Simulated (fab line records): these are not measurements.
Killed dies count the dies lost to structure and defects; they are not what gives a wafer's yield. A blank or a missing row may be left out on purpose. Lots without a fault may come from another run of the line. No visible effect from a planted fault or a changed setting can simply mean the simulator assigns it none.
2 desks looking at one fault -- flow gf180mcu -- only its own numbers are on each desk; what lay behind them is given at the end

## FROM THE METROLOGY DESK
Lot by lot, what the gauges showed, no matter which tool ran the lot: averages of those sampled wafers that carry a number. A lot is out of limits, marked OUT, if its mean lies more than 4 standard deviations from the usual mean; the brackets give that distance.
Columns: A = POLY_GATE_OVL at GF_POLY_GATE_OVL_MEAS_11, usual 1 nm; B = cd-nm at GF_HV_LDD_CD_MEAS_19, usual 400.0 nm; C = CONTACT_CVD_02_THK at GF_CONTACT_THK_MEAS_03, usual 861 nm
lot,first seen here,A,B,C
L194,day 9 05:29,7,399.8,863
L195,day 9 11:03,-2,400.9,858
L196,day 9 19:08,3,403.7,862
L198,day 10 09:05,-0,395.9,851
L199,day 10 15:28,6,398.2,864
L201,day 11 08:42,2,400.1,848
L203,day 12 00:09,7,399.2,863
L204,day 12 03:12,-2,399.2,899
L205,day 12 10:47,-3,400.5,905 (+4.4) OUT
L206,day 12 18:02,6,401.6,977 (+12) OUT
L213,day 14 21:15,3,401.2,864
L214,day 15 02:14,-1,401.6,861
L217,day 16 05:14,5,400.0,864
This desk's result: L205, L206 out of limits, first on L205 (CONTACT_CVD_02_THK at GF_CONTACT_THK_MEAS_03), day 19 03:05. L194, L195, L196, L198, L199, L201, L203, L204, L213, L214, L217 stayed within limits.

## AT THE TOOL OWNER'S DESK: pecvd-04
The tool's own readings at GF_CONTACT_CVD_02 (deposits SiO2 from TEOS, target thk 860 nm, time 95.992 s): means of the sampled wafers that have a number, for each lot that ran on this tool. A lot is out of limits, marked OUT, if its mean lies more than 4 standard deviations from the usual mean; the brackets give that distance.
Columns: A = heater-power-w at GF_CONTACT_CVD_02, usual 676 W; B = susceptor-temp-C at GF_CONTACT_CVD_02, usual 399.99 C
lot,first seen here,A,B
L194,day 15 04:07,712,400.02
L199,day 16 21:26,708,400.04
L201,day 17 21:55,679,399.75
L203,day 18 12:59,581,400.03
L204,day 18 19:52,631,399.96
L205,day 19 02:58,672,400.09
L206,day 19 12:08,712,399.97
This desk's finding: nothing out of limits on any of the 7 lots.

## ALL TOGETHER
The metrology desk could have raised an alarm at day 19 03:05, on L205, L206.
Nothing out of limits was seen by the tool owner's desk.
On record at the tool owner's desk: L205, L206, within its limits.
On pecvd-04, each named lot ran GF_CONTACT_CVD_02.

## WHAT THE SIMULATOR HAD PUT IN
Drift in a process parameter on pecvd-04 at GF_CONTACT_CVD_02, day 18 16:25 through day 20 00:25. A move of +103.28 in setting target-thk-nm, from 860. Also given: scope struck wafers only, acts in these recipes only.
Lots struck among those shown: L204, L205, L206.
Time in hours between the start of the fault and the first out-of-limits reading at each desk: metrology desk, 11.
